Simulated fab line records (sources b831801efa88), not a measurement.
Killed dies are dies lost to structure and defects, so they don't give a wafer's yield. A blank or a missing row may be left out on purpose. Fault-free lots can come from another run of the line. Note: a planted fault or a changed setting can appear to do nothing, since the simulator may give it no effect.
fab line records	flow sky130
record: lots: 5	wafers: 23
route steps=708 shown FIELD_ISO@4 PWDE@53 NWELL@66 VT_ADJUST_HVTP@91 VT_ADJUST_LVTN@105 VT_ADJUST_NCORE@121 VT_ADJUST_PCH@145 SONOS_TUNNEL@160
start-h: hours from the record's opening day to when the first of the lot's shown wafers began	wait-h: time in hours since the lot's previous step	" repeats the value in the row above	L1.1+2: a single row standing in for several wafers	- no value present, or no start provided	* or withheld: withheld	< > ~ a bound
route shown NAME@n: NAME is a module with steps in the file, n the number in the route of the first one	usual: mean/standard deviation of fault-free wafers	same: alike in all rows	chamber/n: place in a boat	sites: per-site readings	_std_site: standard deviation of those values	_edge_site: mean of outer sites minus mean of inner sites	radius-mm: for every site, how far away it sits from the centre of the wafer	mask NAME#n: copy n	behind: the most recent tool/chamber to have shaped the wafer	hold: reason for holding the lot/hours on hold/outcome of the hold	device: the transistor (n, p or np) that didn't switch	end of line: the tests these same wafers got at the end of their route	step lacking rows: just its recipe	killed: dies that structure and defects cost at the first sort, which is not the same as the wafer's yield	map: a wafer's dies, x killed, . not, _ none there
set.NAME: the setting that was run; set.NAME@STEP: the one run at that earlier step	model.NAME: the simulator's own value behind a step, which no gauge read
lots whose settings were changed on purpose; a table a step, a row a wafer
== steps ==
step: SKY_FIELD_ISO_CVD_03
recipe: material: Si3N4	precursor: DCS/NH3	target-thk-nm: 165	temp-c: 770	time-s: 2830	pressure-mtorr: 250
lot.wafer	tool	chamber	start-h	wait-h	set.temp-c	model.Si3N4_of_FIELD_ISO_CVD_03.thk-nm
L075.1	-	-	-	1.6	777.1	192.4
L075.2	"	-	"	"	777.1	192.5
L075.4	"	-	"	"	777.1	190.2
L075.5	"	-	"	"	777.1	190.3
L075.6	"	-	"	"	777.1	192.7
L076.2	lpcvd-02	0	22.67	0.4	770	166.1
L076.5	"	0	"	"	770	166.2
L076.6	"	0	"	"	770	164.8
L081.1	-	-	-	0.1	783.1	213.6
L081.2	"	-	"	"	783.1	214.8
L081.3	"	-	"	"	783.1	214.5
L081.4	"	-	"	"	783.1	213.7
L081.5	"	-	"	"	783.1	213
L083.1	-	-	-	0.1	791.2	247.5
L083.2	"	-	"	"	791.2	247.1
L083.3	"	-	"	"	791.2	245.9
L083.4	"	-	"	"	791.2	247.4
L083.6	"	-	"	"	791.2	246.3
L085.1	-	-	-	0.1	770	168.1
L085.3	"	-	"	"	770	168.6
L085.4	"	-	"	"	770	167.8
L085.5	"	-	"	"	770	167.7
L085.6	"	-	"	"	770	168.2
step: SKY_FIELD_ISO_THK_MEAS_04
recipe: reads: Si3N4_of_FIELD_ISO_CVD_03
usual: FIELD_ISO_CVD_03_THK: 166.2/1.3
lot.wafer	tool	chamber	start-h	wait-h	set.temp-c@FIELD_ISO_CVD_03	FIELD_ISO_CVD_03_THK[nm]
L075.1	film-metro-02	-	-	-	777.1	192.5
L075.2	"	-	"	"	777.1	192.4
L075.4	"	-	"	"	777.1	190.3
L075.5	"	-	"	"	777.1	190.4
L075.6	"	-	"	"	777.1	192.6
L076.2	film-metro-04	-	24.47	0.0	770	166.2
L076.5	"	-	"	"	770	166.2
L076.6	"	-	"	"	770	164.8
L081.1	film-metro-03	-	-	-	783.1	213.7
L081.2	"	-	"	"	783.1	214.9
L081.3	"	-	"	"	783.1	214.4
L081.4	"	-	"	"	783.1	213.7
L081.5	"	-	"	"	783.1	213.0
L083.1	film-metro-03	-	-	-	791.2	247.4
L083.2	"	-	"	"	791.2	247.3
L083.3	"	-	"	"	791.2	246.0
L083.4	"	-	"	"	791.2	247.5
L083.6	"	-	"	"	791.2	246.3
L085.1	film-metro-03	-	-	-	770	168.1
L085.3	"	-	"	"	770	168.5
L085.4	"	-	"	"	770	167.8
L085.5	"	-	"	"	770	167.6
L085.6	"	-	"	"	770	168.3
step: SKY_FIELD_ISO_OXIDATION_22
recipe: temp-c: 950	ambient: O2	stabilise-s: 600	purge-s: 300	target-thk-a: 100	ox-time-s: 623
lot.wafer	tool	chamber	start-h	wait-h	set.temp-c	model.SiO2_of_FIELD_ISO_OXIDATION_22.thk-nm
L075.1	-	-	-	0.8	950	9.873
L075.2	"	-	"	"	950	9.952
L075.4	"	-	"	"	950	10.03
L075.5	"	-	"	"	950	9.853
L075.6	"	-	"	"	950	9.701
L076.2	furnace-01	0	40.35	0.5	950	9.736
L076.5	"	0	"	"	950	9.8
L076.6	"	0	"	"	950	9.805
L081.1	-	-	-	4.3	922.1	6.895
L081.2	"	-	"	"	922.1	6.954
L081.3	"	-	"	"	922.1	6.93
L081.4	"	-	"	"	922.1	7.054
L081.5	"	-	"	"	922.1	6.925
L083.1	-	-	-	1.9	938.5	8.481
L083.2	"	-	"	"	938.5	8.499
L083.3	"	-	"	"	938.5	8.704
L083.4	"	-	"	"	938.5	8.442
L083.6	"	-	"	"	938.5	8.422
L085.1	-	-	-	0.0	940.7	8.714
L085.3	"	-	"	"	940.7	8.836
L085.4	"	-	"	"	940.7	8.86
L085.5	"	-	"	"	940.7	8.864
L085.6	"	-	"	"	940.7	8.853
step: SKY_FIELD_ISO_THK_MEAS_23
recipe: reads: SiO2_of_FIELD_ISO_OXIDATION_22
usual: FIELD_ISO_OXIDATION_01_THK: 9.91/0.17
lot.wafer	tool	chamber	start-h	wait-h	set.temp-c@FIELD_ISO_OXIDATION_22	FIELD_ISO_OXIDATION_01_THK[nm]
L075.1	film-metro-02	-	-	-	950	9.89
L075.2	"	-	"	"	950	9.95
L075.4	"	-	"	"	950	9.99
L075.5	"	-	"	"	950	9.88
L075.6	"	-	"	"	950	9.67
L076.2	film-metro-04	-	41.53	0.0	950	9.74
L076.5	"	-	"	"	950	9.85
L076.6	"	-	"	"	950	9.79
L081.1	film-metro-04	-	-	-	922.1	6.86
L081.2	"	-	"	"	922.1	6.92
L081.3	"	-	"	"	922.1	6.95
L081.4	"	-	"	"	922.1	7.02
L081.5	"	-	"	"	922.1	6.94
L083.1	film-metro-03	-	-	-	938.5	8.49
L083.2	"	-	"	"	938.5	8.48
L083.3	"	-	"	"	938.5	8.69
L083.4	"	-	"	"	938.5	8.47
L083.6	"	-	"	"	938.5	8.45
L085.1	film-metro-02	-	-	-	940.7	8.68
L085.3	"	-	"	"	940.7	8.83
L085.4	"	-	"	"	940.7	8.82
L085.5	"	-	"	"	940.7	8.87
L085.6	"	-	"	"	940.7	8.85
step: SKY_PWDE_IMPLANT_08
recipe: species: B	energy-kev: 150	dose-cm2: 3.6e+12	tilt-deg: withheld
lot.wafer	tool	chamber	start-h	wait-h	set.energy-kev	model.implant.drp-nm
L075.1+5+6	implanter-03	0	77.35	0.0	145	96.72
L075.2+4	"	0	"	"	150	97.97
L076.2+5+6	implanter-02	0	81.63	0.0	150	97.97
L081.1+5	implanter-04	0	115.92	0.0	150	97.97
L081.2+3+4	"	0	"	"	144.5	96.6
L083.1+6	implanter-03	0	121.40	0.0	156	99.58
L083.2+3+4	"	0	"	"	150	97.97
L085.1+3+4+5+6	implanter-02	0	134.39	0.0	150	97.97
step: SKY_NWELL_IMPLANT_13
recipe: species: P	energy-kev: 50	dose-cm2: 7e+11	tilt-deg: withheld
lot.wafer	tool	chamber	start-h	wait-h	set.energy-kev	model.implant.rp-nm	model.implant.drp-nm
L075.1+4+5	implanter-03	0	95.00	0.1	50	59.67	25.55
L075.2+6	"	0	"	"	52.48	62.65	26.6
L076.2+5+6	implanter-03	0	98.93	0.1	50	60.21	25.55
L081.1+2+3+4+5	implanter-04	0	134.65	0.1	50	60.39	25.55
L083.1+2+3+4+6	implanter-04	0	140.40	0.1	50	61.85	25.55
L085.1+6	implanter-03	0	153.15	0.1	50	59.19	25.55
L085.3+4+5	"	0	"	"	51.8	61.34	26.32
step: SKY_NWELL_IMPLANT_24
recipe: species: B	energy-kev: 140	dose-cm2: 9.2e+12	tilt-deg: withheld
lot.wafer	tool	chamber	start-h	wait-h	set.dose-cm2
L075.1+2+6	implanter-01	0	112.96	0.0	9.707e+12
L075.4+5	"	0	"	"	9.2e+12
L076.2+5+6	implanter-01	0	117.67	0.0	9.2e+12
L081.1+3+5	implanter-01	0	153.50	0.0	9.2e+12
L081.2+4	"	0	"	"	9.777e+12
L083.1+2+3+4+6	implanter-03	0	159.75	0.0	9.2e+12
L085.1+3+4+5+6	implanter-01	0	172.85	0.0	9.2e+12
step: SKY_NWELL_STRIP_25
recipe: chemistry: O2/N2	power-w: 1400	pressure-mtorr: 1500	platen-temp-c: withheld	o2-flow-sccm: 3000	n2-flow-sccm: 300	overash-fraction: 0.5
step: SKY_NWELL_TW_MEAS_26
usual: NWELL_2_TW: 499/3.6
lot.wafer	tool	chamber	start-h	wait-h	set.dose-cm2@NWELL_IMPLANT_24	NWELL_2_TW
L075.1	film-metro-01	-	113.21	0.1	9.707e+12	508
L075.2	"	-	"	"	9.707e+12	506
L075.4	"	-	"	"	9.2e+12	501
L075.5	"	-	"	"	9.2e+12	499
L075.6	"	-	"	"	9.707e+12	509
L076.2	film-metro-04	-	117.91	0.1	9.2e+12	494
L076.5	"	-	"	"	9.2e+12	491
L076.6	"	-	"	"	9.2e+12	492
L081.1	film-metro-01	-	153.75	0.1	9.2e+12	501
L081.2	"	-	"	"	9.777e+12	511
L081.3	"	-	"	"	9.2e+12	505
L081.4	"	-	"	"	9.777e+12	513
L081.5	"	-	"	"	9.2e+12	502
L083.1	film-metro-01	-	160.00	0.1	9.2e+12	502
L083.2	"	-	"	"	9.2e+12	502
L083.3	"	-	"	"	9.2e+12	503
L083.4	"	-	"	"	9.2e+12	502
L083.6	"	-	"	"	9.2e+12	501
L085.1	film-metro-03	-	173.10	0.1	9.2e+12	502
L085.3	"	-	"	"	9.2e+12	503
L085.4	"	-	"	"	9.2e+12	501
L085.5	"	-	"	"	9.2e+12	502
L085.6	"	-	"	"	9.2e+12	504
step: SKY_VT_ADJUST_HVTP_DEVELOP_06
recipe: resist: NOVOLAK	developer: TMAH	develop-time-s: 60	dev-temp-c: 23
lot.wafer	tool	chamber	start-h	wait-h	set.dev-temp-c
L075.1+2+5	litho-track-03	0	131.94	0.1	23
L075.4+6	"	0	"	"	20.29
L076.2+5+6	litho-track-01	0	136.09	0.1	23
L081.1+2	litho-track-01	0	174.66	0.1	24.5
L081.3+4+5	"	0	"	"	23
L083.1+4+6	litho-track-02	0	180.46	0.1	25.98
L083.2+3	"	0	"	"	23
L085.1+5+6	litho-track-01	0	194.61	0.1	23
L085.3+4	"	0	"	"	24.04
step: SKY_VT_ADJUST_HVTP_CD_MEAS_07
recipe: target-cd-nm: 380
usual: cd-nm: 379.3/2.2
lot.wafer	tool	chamber	start-h	wait-h	set.dev-temp-c@VT_ADJUST_HVTP_DEVELOP_06	cd-nm
L075.1	cd-sem-02	-	132.09	0.1	23	381.3
L075.2	"	-	"	"	23	380.0
L075.4	"	-	"	"	20.29	387.5
L075.5	"	-	"	"	23	378.7
L075.6	"	-	"	"	20.29	390.0
L076.2	cd-sem-01	-	136.23	0.1	23	378.8
L076.5	"	-	"	"	23	381.9
L076.6	"	-	"	"	23	380.4
L081.1	cd-sem-02	-	174.81	0.1	24.5	373.9
L081.2	"	-	"	"	24.5	373.9
L081.3	"	-	"	"	23	378.4
L081.4	"	-	"	"	23	380.3
L081.5	"	-	"	"	23	378.3
L083.1	cd-sem-02	-	180.61	0.1	25.98	369.3
L083.2	"	-	"	"	23	379.0
L083.3	"	-	"	"	23	378.1
L083.4	"	-	"	"	25.98	368.3
L083.6	"	-	"	"	25.98	368.5
L085.1	cd-sem-01	-	194.76	0.1	23	375.6
L085.3	"	-	"	"	24.04	373.6
L085.4	"	-	"	"	24.04	373.2
L085.5	"	-	"	"	23	376.2
L085.6	"	-	"	"	23	378.3
step: SKY_VT_ADJUST_LVTN_IMPLANT_08
recipe: species: B	energy-kev: 30	dose-cm2: 1.57e+12	tilt-deg: withheld
lot.wafer	tool	chamber	start-h	wait-h	set.dose-cm2
L075.1+2	implanter-01	0	151.21	0.0	1.626e+12
L075.4+5+6	"	0	"	"	1.57e+12
L076.2+5+6	implanter-01	0	156.27	0.0	1.57e+12
L081.1+4	implanter-04	0	196.22	0.0	1.538e+12
L081.2+3+5	"	0	"	"	1.57e+12
L083.1+3	implanter-02	0	202.11	0.1	1.57e+12
L083.2+4+6	"	0	"	"	1.496e+12
L085.1+4	implanter-02	0	217.45	0.0	1.478e+12
L085.3+5+6	"	0	"	"	1.57e+12
step: SKY_VT_ADJUST_LVTN_STRIP_09
recipe: chemistry: O2/N2	power-w: 1400	pressure-mtorr: 1500	platen-temp-c: withheld	o2-flow-sccm: 3000	n2-flow-sccm: 300	overash-fraction: 0.5
step: SKY_VT_ADJUST_LVTN_TW_MEAS_10
usual: VT_ADJUST_LVTN_TW: 242.6/1.9
lot.wafer	tool	chamber	start-h	wait-h	set.dose-cm2@VT_ADJUST_LVTN_IMPLANT_08	VT_ADJUST_LVTN_TW
L075.1	film-metro-02	-	151.46	0.1	1.626e+12	244.2
L075.2	"	-	"	"	1.626e+12	244.3
L075.4	"	-	"	"	1.57e+12	242.2
L075.5	"	-	"	"	1.57e+12	241.8
L075.6	"	-	"	"	1.57e+12	241.5
L076.2	film-metro-03	-	156.51	0.1	1.57e+12	244.5
L076.5	"	-	"	"	1.57e+12	245.4
L076.6	"	-	"	"	1.57e+12	244.5
L081.1	film-metro-01	-	196.47	0.1	1.538e+12	237.6
L081.2	"	-	"	"	1.57e+12	238.7
L081.3	"	-	"	"	1.57e+12	238.2
L081.4	"	-	"	"	1.538e+12	238.3
L081.5	"	-	"	"	1.57e+12	239.3
L083.1	film-metro-03	-	202.36	0.1	1.57e+12	242.7
L083.2	"	-	"	"	1.496e+12	241.1
L083.3	"	-	"	"	1.57e+12	243.0
L083.4	"	-	"	"	1.496e+12	238.9
L083.6	"	-	"	"	1.496e+12	239.2
L085.1	film-metro-03	-	217.70	0.1	1.478e+12	239.6
L085.3	"	-	"	"	1.57e+12	241.6
L085.4	"	-	"	"	1.478e+12	237.5
L085.5	"	-	"	"	1.57e+12	242.3
L085.6	"	-	"	"	1.57e+12	242.1
step: SKY_VT_ADJUST_NCORE_COAT_02
recipe: resist: NOVOLAK	spin-rpm: 3000	resist-thk-nm: 1140
lot.wafer	tool	chamber	start-h	wait-h	set.spin-rpm	model.NOVOLAK_of_VT_ADJUST_NCORE_COAT_02.thk-nm
L075.1+5	litho-track-01	0	181.26	0.1	3000	1143
L075.2+6	"	0	"	"	3000	1145
L075.4	"	0	"	"	3000	1144
L076.2	litho-track-01	0	187.34	0.1	3000	1142
L076.5	"	0	"	"	3000	1146
L076.6	"	0	"	"	3000	1141
L081.1	litho-track-04	0	229.72	0.1	2777	1186
L081.2	"	0	"	"	2777	1188
L081.3	"	0	"	"	3000	1143
L081.4	"	0	"	"	2777	1187
L081.5	"	0	"	"	3000	1140
L083.1	litho-track-04	0	234.77	0.1	3000	1143
L083.2	"	0	"	"	3000	1146
L083.3	"	0	"	"	3000	1141
L083.4	"	0	"	"	3123	1121
L083.6	"	0	"	"	3123	1116
L085.1	litho-track-04	0	251.27	0.1	3000	1142
L085.3	"	0	"	"	3000	1140
L085.4	"	0	"	"	3091	1129
L085.5	"	0	"	"	3091	1124
L085.6	"	0	"	"	3091	1122
step: SKY_VT_ADJUST_NCORE_STRIP_10
recipe: chemistry: O2/N2	power-w: 1400	pressure-mtorr: 1500	platen-temp-c: withheld	o2-flow-sccm: 3000	n2-flow-sccm: 300	overash-fraction: 0.5
usual: strip-time-to-endpoint-s: 14.20/0.038
lot.wafer	tool	chamber	start-h	wait-h	set.o2-flow-sccm	set.spin-rpm@VT_ADJUST_NCORE_COAT_02	strip-time-to-endpoint-s
L075.1	plasma-asher-01	0	193.22	0.1	3364	3000	14.13
L075.2	"	1	"	"	3000	3000	14.24
L075.4	"	0	"	"	3000	3000	14.24
L075.5	"	0	"	"	3000	3000	14.21
L075.6	"	1	"	"	3364	3000	14.14
L076.2	plasma-asher-02	0	198.09	0.1	3000	3000	14.20
L076.5	"	1	"	"	3000	3000	14.25
L076.6	"	0	"	"	3000	3000	14.18
L081.1	plasma-asher-01	1	241.43	0.1	3000	2777	14.69
L081.2	"	0	"	"	3000	2777	14.72
L081.3	"	0	"	"	2668	3000	14.33
L081.4	"	1	"	"	2668	2777	14.81
L081.5	"	1	"	"	3000	3000	14.17
L083.1	plasma-asher-02	1	247.02	0.1	3000	3000	14.22
L083.2	"	0	"	"	3171	3000	14.21
L083.3	"	1	"	"	3000	3000	14.19
L083.4	"	0	"	"	3171	3123	13.92
L083.6	"	0	"	"	3000	3123	13.91
L085.1	plasma-asher-02	0	262.99	0.1	3000	3000	14.20
L085.3	"	0	"	"	3157	3000	14.15
L085.4	"	1	"	"	3157	3091	14.02
L085.5	"	1	"	"	3000	3091	14.00
L085.6	"	0	"	"	3157	3091	13.92
step: SKY_VT_ADJUST_PCH_COAT_02
recipe: spin-rpm: 2000	resist-thk-nm: 3000
lot.wafer	tool	chamber	start-h	wait-h	set.resist-thk-nm	model.coat_of_VT_ADJUST_PCH_COAT_02.thk-nm
L075.1	litho-track-01	0	226.21	0.1	3000	3017
L075.2	"	0	"	"	3000	3012
L075.4	"	0	"	"	2896	2915
L075.5	"	0	"	"	2896	2907
L075.6	"	0	"	"	3000	3018
L076.2	litho-track-01	0	232.04	0.1	3000	2993
L076.5	"	0	"	"	3000	2986
L076.6	"	0	"	"	3000	2996
L081.1+5	litho-track-03	0	275.94	0.1	3000	2976
L081.2	"	0	"	"	2888	2860
L081.3	"	0	"	"	2888	2865
L081.4	"	0	"	"	3000	2968
L083.1	litho-track-01	0	282.31	0.1	3000	3015
L083.2	"	0	"	"	3000	3007
L083.3	"	0	"	"	3000	3004
L083.4	"	0	"	"	3000	3003
L083.6	"	0	"	"	3000	2999
L085.1	litho-track-02	0	299.76	0.1	3118	3103
L085.3	"	0	"	"	3000	2998
L085.4	"	0	"	"	3000	2988
L085.5	"	0	"	"	3000	3004
L085.6	"	0	"	"	3118	3117
step: SKY_VT_ADJUST_PCH_IMPLANT_08
recipe: species: B	energy-kev: 10	dose-cm2: 5e+11	tilt-deg: withheld
lot.wafer	tool	chamber	start-h	wait-h	set.dose-cm2
L075.1+2+5	implanter-02	0	237.80	0.0	5e+11
L075.4+6	"	0	"	"	4.761e+11
L076.2+5+6	implanter-01	0	243.42	0.0	5e+11
L081.1+3+4	implanter-03	0	288.22	0.0	4.778e+11
L081.2+5	"	0	"	"	5e+11
L083.1+2+6	implanter-03	0	294.42	0.0	5.165e+11
L083.3+4	"	0	"	"	5e+11
L085.1+3+4+5+6	implanter-03	0	312.70	0.0	5e+11
step: SKY_VT_ADJUST_PCH_STRIP_09
recipe: chemistry: O2/N2	power-w: 1400	pressure-mtorr: 1500	platen-temp-c: withheld	o2-flow-sccm: 3000	n2-flow-sccm: 300	overash-fraction: 0.5
usual: strip-time-to-endpoint-s: 36.85/0.14
lot.wafer	tool	chamber	start-h	wait-h	set.resist-thk-nm@VT_ADJUST_PCH_COAT_02	strip-time-to-endpoint-s
L075.1	plasma-asher-03	0	237.95	0.1	3000	37.11
L075.2	"	1	"	"	3000	37.05
L075.4	"	1	"	"	2896	35.95
L075.5	"	0	"	"	2896	35.84
L075.6	"	1	"	"	3000	37.13
L076.2	plasma-asher-03	1	243.55	0.1	3000	36.84
L076.5	"	0	"	"	3000	36.74
L076.6	"	1	"	"	3000	36.88
L081.1	plasma-asher-04	1	288.37	0.1	3000	36.63
L081.2	"	0	"	"	2888	35.31
L081.3	"	0	"	"	2888	35.35
L081.4	"	1	"	"	3000	36.54
L081.5	"	1	"	"	3000	36.64
L083.1	plasma-asher-01	0	294.57	0.1	3000	37.09
L083.2	"	1	"	"	3000	37.01
L083.3	"	0	"	"	3000	36.97
L083.4	"	1	"	"	3000	36.93
L083.6	"	0	"	"	3000	36.89
L085.1	plasma-asher-01	1	312.85	0.1	3118	38.09
L085.3	"	1	"	"	3000	36.89
L085.4	"	0	"	"	3000	36.77
L085.5	"	0	"	"	3000	36.97
L085.6	"	1	"	"	3118	38.26
step: SKY_SONOS_TUNNEL_DEVELOP_06
recipe: resist: NOVOLAK	developer: TMAH	develop-time-s: 60	dev-temp-c: 23
lot.wafer	tool	chamber	start-h	wait-h	set.develop-time-s
L075.1+5+6	litho-track-03	0	260.44	0.1	60
L075.2+4	"	0	"	"	66.94
L076.2+5+6	litho-track-02	0	265.94	0.1	60
L081.1+3	litho-track-02	0	312.81	0.1	60
L081.2+4+5	"	0	"	"	63.69
L083.1+3+4	litho-track-04	0	319.42	0.1	64.2
L083.2+6	"	0	"	"	60
L085.1+3+4+5+6	litho-track-04	0	339.47	0.1	60
step: SKY_SONOS_TUNNEL_CD_MEAS_07
recipe: target-cd-nm: 410
usual: cd-nm: 410.9/2.4
lot.wafer	tool	chamber	start-h	wait-h	set.develop-time-s@SONOS_TUNNEL_DEVELOP_06	cd-nm
L075.1	cd-sem-02	-	260.59	0.1	60	413.3
L075.2	"	-	"	"	66.94	422.9
L075.4	"	-	"	"	66.94	424.7
L075.5	"	-	"	"	60	412.2
L075.6	"	-	"	"	60	411.8
L076.2	cd-sem-01	-	266.08	0.1	60	413.4
L076.5	"	-	"	"	60	412.0
L076.6	"	-	"	"	60	412.0
L081.1	cd-sem-01	-	312.96	0.1	60	407.8
L081.2	"	-	"	"	63.69	414.9
L081.3	"	-	"	"	60	412.1
L081.4	"	-	"	"	63.69	414.6
L081.5	"	-	"	"	63.69	413.9
L083.1	cd-sem-02	-	319.57	0.1	64.2	420.1
L083.2	"	-	"	"	60	409.4
L083.3	"	-	"	"	64.2	418.3
L083.4	"	-	"	"	64.2	417.0
L083.6	"	-	"	"	60	410.6
L085.1	cd-sem-01	-	339.62	0.1	60	411.5
L085.3	"	-	"	"	60	414.7
L085.4	"	-	"	"	60	412.1
L085.5	"	-	"	"	60	414.7
L085.6	"	-	"	"	60	414.4
== key ==
split: step: SKY_FIELD_ISO_CVD_03	setting: temp-c	stated: 770	by: lot
response: step: SKY_FIELD_ISO_CVD_03	reading: model.Si3N4_of_FIELD_ISO_CVD_03.thk-nm	change: +28.8	per: 1%	r: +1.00
response: step: SKY_FIELD_ISO_THK_MEAS_04	reading: FIELD_ISO_CVD_03_THK	change: +28.8	per: 1%	r: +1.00
split: step: SKY_FIELD_ISO_OXIDATION_22	setting: temp-c	stated: 950	by: lot
response: step: SKY_FIELD_ISO_OXIDATION_22	reading: model.SiO2_of_FIELD_ISO_OXIDATION_22.thk-nm	change: +0.986	per: 1%	r: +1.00
response: step: SKY_FIELD_ISO_THK_MEAS_23	reading: FIELD_ISO_OXIDATION_01_THK	change: +0.989	per: 1%	r: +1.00
split: step: SKY_PWDE_IMPLANT_08	setting: energy-kev	stated: 150	by: wafer
response: step: SKY_PWDE_IMPLANT_08	reading: model.implant.drp-nm	change: +0.385	per: 1%	r: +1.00
split: step: SKY_NWELL_IMPLANT_13	setting: energy-kev	stated: 50	by: wafer
response: step: SKY_NWELL_IMPLANT_13	reading: model.implant.rp-nm	change: +0.599	per: 1%	r: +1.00
response: step: SKY_NWELL_IMPLANT_13	reading: model.implant.drp-nm	change: +0.213	per: 1%	r: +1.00
split: step: SKY_NWELL_IMPLANT_24	setting: dose-cm2	stated: 9.2e+12	by: wafer
response: step: SKY_NWELL_TW_MEAS_26	reading: NWELL_2_TW	change: +1.45	per: 1%	r: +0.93
split: step: SKY_VT_ADJUST_HVTP_DEVELOP_06	setting: dev-temp-c	stated: 23	by: wafer
response: step: SKY_VT_ADJUST_HVTP_CD_MEAS_07	reading: cd-nm	change: -0.755	per: 1%	r: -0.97
split: step: SKY_VT_ADJUST_LVTN_IMPLANT_08	setting: dose-cm2	stated: 1.57e+12	by: wafer
response: step: SKY_VT_ADJUST_LVTN_TW_MEAS_10	reading: VT_ADJUST_LVTN_TW	change: +0.611	per: 1%	r: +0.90
split: step: SKY_VT_ADJUST_NCORE_COAT_02	setting: spin-rpm	stated: 3000	by: wafer
response: step: SKY_VT_ADJUST_NCORE_COAT_02	reading: model.NOVOLAK_of_VT_ADJUST_NCORE_COAT_02.thk-nm	change: -6.03	per: 1%	r: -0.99
response: step: SKY_VT_ADJUST_NCORE_STRIP_10	reading: strip-time-to-endpoint-s	change: *	per: 1%	r: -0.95
split: step: SKY_VT_ADJUST_NCORE_STRIP_10	setting: o2-flow-sccm	stated: 3000	by: wafer
response none clear
split: step: SKY_VT_ADJUST_PCH_COAT_02	setting: resist-thk-nm	stated: 3000	by: wafer
response: step: SKY_VT_ADJUST_PCH_COAT_02	reading: model.coat_of_VT_ADJUST_PCH_COAT_02.thk-nm	change: +29.5	per: 1%	r: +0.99
response: step: SKY_VT_ADJUST_PCH_STRIP_09	reading: strip-time-to-endpoint-s	change: *	per: 1%	r: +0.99
split: step: SKY_VT_ADJUST_PCH_IMPLANT_08	setting: dose-cm2	stated: 5e+11	by: wafer
response none clear
split: step: SKY_SONOS_TUNNEL_DEVELOP_06	setting: develop-time-s	stated: 60	by: wafer
response: step: SKY_SONOS_TUNNEL_CD_MEAS_07	reading: cd-nm	change: +0.989	per: 1%	r: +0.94
